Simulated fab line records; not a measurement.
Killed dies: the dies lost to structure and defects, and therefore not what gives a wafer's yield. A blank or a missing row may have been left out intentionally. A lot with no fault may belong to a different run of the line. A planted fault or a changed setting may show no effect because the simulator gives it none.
A struck lot beside a sound one | flow sky130 | 15 steps out of a route of 708
Sound: these wafers, L565.1, L565.2, L565.4. Wafers L561.2, L561.3, L561.5 were the ones struck. Last of all comes the cause.
Each step with rows lists, per side, the tool, then ch with its chambers, then its first start. Under that, the readings that differ: sound wafers | struck wafers | difference of the means | sigmas: that difference in standard deviations of wafers without a fault.
alike: same words and numbers on both sides, and readings whose means sit less than 2 such deviations apart. not compared: any withheld reading, any reading some wafer has no value for, any bound like >300 that may hide the same value, and any number with overlapping values for which the record gives no deviation.
The two part at a step that has a row with sigmas, a row that says differs or no value, or rows on one side only. When numbers do not overlap yet have no deviation, they are printed without sigmas and do not part them. Lack of a reading on every wafer of one side parts them only where that side has two or more wafers.

SKY_VIA1_STRIP_16: strips in O2/N2.
  sound on plasma_asher-01 ch 0,1, day 37 14:48; struck on plasma_asher-04 ch 0,1, day 37 03:46
  alike: drypump_motor_current_A, o2_flow_sccm, oes_product_au, strip_time_to_endpoint_s
  not compared: rf_hours_counter_h
then, 3 steps without rows for these wafers: SKY_VIA1_STRIP_17 (strips in post etch residue remover, time 1200 s); SKY_VIA1_CLEAN_18 (cleans in IPA, time 180 s); SKY_VIA1_CLEAN_19 (cleans in O3/DIW).
SKY_VIA1_SPUTTER_20: material TiN, target thk 20 nm, time 80 s.
  sound on pvd_sputter-02, day 37 15:24; struck on pvd_sputter-03, day 37 04:21
  alike: throttle_valve_pct
then, 1 step without rows for these wafers: SKY_VIA1_CVD_21 (deposits W, target thk 270 nm, time 80.902 s).
SKY_VIA1_RS_MEAS_22: uses a four-point probe to measure.
  sound on film_metro-03, day 37 15:34; struck on film_metro-02, day 37 04:32
  reading            | sound             | struck            | difference | sigmas
  VIA1_W_RS (ohm/sq) | 0.427 0.426 0.422 | 0.434 0.438 0.437 | +0.011     | +2
SKY_VIA1_THK_MEAS_23: measures by xrf.
  sound on film_metro-03, day 37 15:41; struck on film_metro-02, day 37 04:38
  reading         | sound       | struck      | difference | sigmas
  VIA1_W_THK (nm) | 269 269 271 | 264 263 262 | -7         | -2
then, 1 step without rows for these wafers: SKY_VIA1_CMP_24 (polishes, stops on SiO2, t overpolish 15 s, target thk 0 nm).
SKY_METAL2_SPUTTER_00: material Ti, target thk 15 nm, time 10 s.
  sound on pvd_sputter-01, day 37 16:02; struck on pvd_sputter-04, day 37 04:59
  alike: throttle_valve_pct
SKY_METAL2_SPUTTER_01: material TiN, target thk 20 nm, time 16.7 s.
  sound on pvd_sputter-01, day 37 16:04; struck on pvd_sputter-04, day 37 05:01
  alike: throttle_valve_pct
then, 1 step without rows for these wafers: SKY_METAL2_SPUTTER_02 (material AlCu, target thk 250 nm, time 13.3 s).
SKY_METAL2_SPUTTER_03: material Ti, target thk 5 nm, time 3.3 s.
  sound on pvd_sputter-01, day 37 16:07; struck on pvd_sputter-04, day 37 05:04
  reading                                   | sound             | struck            | difference | sigmas
  model.Ti_of_METAL2_SPUTTER_03.thk_nm (nm) | 5.173 5.089 4.954 | 4.794 4.778 4.672 | -0.324     |
  alike: throttle_valve_pct
SKY_METAL2_SPUTTER_04: material TiN, target thk 70 nm, time 58.3 s.
  sound on pvd_sputter-01, day 37 16:08; struck on pvd_sputter-04, day 37 05:05
  alike: throttle_valve_pct
-- the record jumps here: 11 days lie between the struck wafers' starts before and after (it left off in module METAL2 and takes up again in module PAD_OPEN, whose first step shown is number 708 of the route) --
SKY_PAD_OPEN_PROBE_99:
  sound on prober-02, day 48 17:08; struck on prober-02, day 48 09:34
  reading                  | sound          | struck         | difference | sigmas
  defect_limited_yield (%) | 83.5 86.2 86.2 | 80.5 80.9 83.3 | -3.7       | -2
  killed_dies              | 81 68 68       | 96 94 82       | +18        | +2
  killed_open              | 44 32 33       | 55 53 49       | +16        | +2
  sort_n_pass              | 411 424 424    | 396 398 410    | -18        | -2
  sort_yield_pct (%)       | 83.5 86.2 86.2 | 80.5 80.9 83.3 | -3.7       | -2
  alike: killed_at_M0_to_M3, killed_at_M4_up, killed_at_contacts, killed_at_front_end, killed_at_other, killed_short, sort_bin_3_pad_short, sort_bin_5_function, sort_bin_6_memory

WHERE THEY PART
At SKY_VIA1_RS_MEAS_22 first; at SKY_PAD_OPEN_PROBE_99 last (within this record only).

WHY: whatever the simulator had introduced
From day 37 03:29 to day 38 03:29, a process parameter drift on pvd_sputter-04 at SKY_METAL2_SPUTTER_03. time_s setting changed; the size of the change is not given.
